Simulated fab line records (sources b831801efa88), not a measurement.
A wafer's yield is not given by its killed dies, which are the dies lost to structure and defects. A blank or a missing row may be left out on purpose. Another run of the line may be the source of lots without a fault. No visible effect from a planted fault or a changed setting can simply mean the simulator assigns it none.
8D (eight disciplines) problem report, filled in by code / flow gf180mcu / the parts of the form that need people (team, actions taken, sign-off) are left out

== 1. WHAT WENT WRONG ==
Mean STI_OXIDATION_02_THK at GF_STI_THK_MEAS_30: 15.50 nm over 9 wafers in 3 lots; fault-free wafers: 9.91 nm, standard deviation 0.19. That puts it +29 standard deviations away from the usual mean.
First observed at day 4 20:17: wafer L835.1, on film-metro-04. At this step, 36 wafers from 12 lots have a number in the record. By rule, "out" or "out of limits" means more than 4 standard deviations away from the usual mean. The other wafers with a number count as sound.

== 2. WHAT IT IS, WHAT IT ISN'T ==
question=which readings at this step | is=STI_OXIDATION_02_THK | is not=-
question=which lots | is=L835, L836, L840 | is not=L823, L824, L826, L828, L829, L830, L842, L845, L846
question=which wafers of those lots | is=all that have a number | is not=-
question=read on which gauges | is=film-metro-04 | is not=film-metro-02, film-metro-03
question=when | is=from day 4 20:17 | is not=up to then (18 sound wafers); but 9 sound wafers of L842, L845, L846 came after

== 3. WHAT RULES OUT EACH SUSPECT ==
Counting: a tool at a process step up to the reading stays a suspect if it ran every lot that is out and no sound lot after the first of them.
- the gauge at GF_STI_THK_MEAS_30: kept. All the wafers that are out were read on film-metro-04, and no step on other tools shows them out.
- furnace-02 at GF_STI_OXIDATION_29 (stabilise 600 s, purge 300 s, target thk 10 nm): kept. It ran every lot that is out, first L835 (day 4 18:54), and no sound lot after that; its last sound lot up to then is L830 (day 3 17:54).
Remaining after the count are furnace-02 at GF_STI_OXIDATION_29 and film-metro-04 at GF_STI_THK_MEAS_30.

== 4. THE CAUSE (what the simulator had put in) ==
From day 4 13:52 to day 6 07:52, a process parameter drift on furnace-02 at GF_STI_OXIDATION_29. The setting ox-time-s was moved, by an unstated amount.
After counting, 2 suspects remain, this tool included.

== 5. THE EFFECT CHAIN, in route order ==
Rows list readings where the struck wafers' mean (over those with a number) sits beyond 3 standard deviations from the usual. Scope: only readings with a usual standard deviation given in the record; hours: median across lots of the time from each lot's start at the first step in this table that gives one to its start at this step; sigmas: change in usual standard deviations.
hours=0; step=GF_STI_THK_MEAS_30; reading=STI_OXIDATION_02_THK; usual=9.91 nm; on struck wafers=15.50; change=+5.59; sigmas=+29
At these later measuring or inspecting steps, every struck wafer for which the step has a row has a number for every such reading, and none has moved that far: GF_MVPSD_TW_MEAS_11.

== 6. WHAT WOULD HAVE CAUGHT IT SOONER ==
In this record the first reading out of limits at a measuring or inspecting step was taken at day 4 20:17, 6 hours after the fault began at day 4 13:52.
Of the tool readings at GF_STI_OXIDATION_29 for which the record gives a usual standard deviation, none was out on any struck wafer, so an alarm limit of 4 standard deviations on them would not have fired.
Among the 3 lots that are out, L836, L840 began GF_STI_OXIDATION_29 on furnace-02 after day 4 20:17. A hold on the tool at that time would have spared those 2.
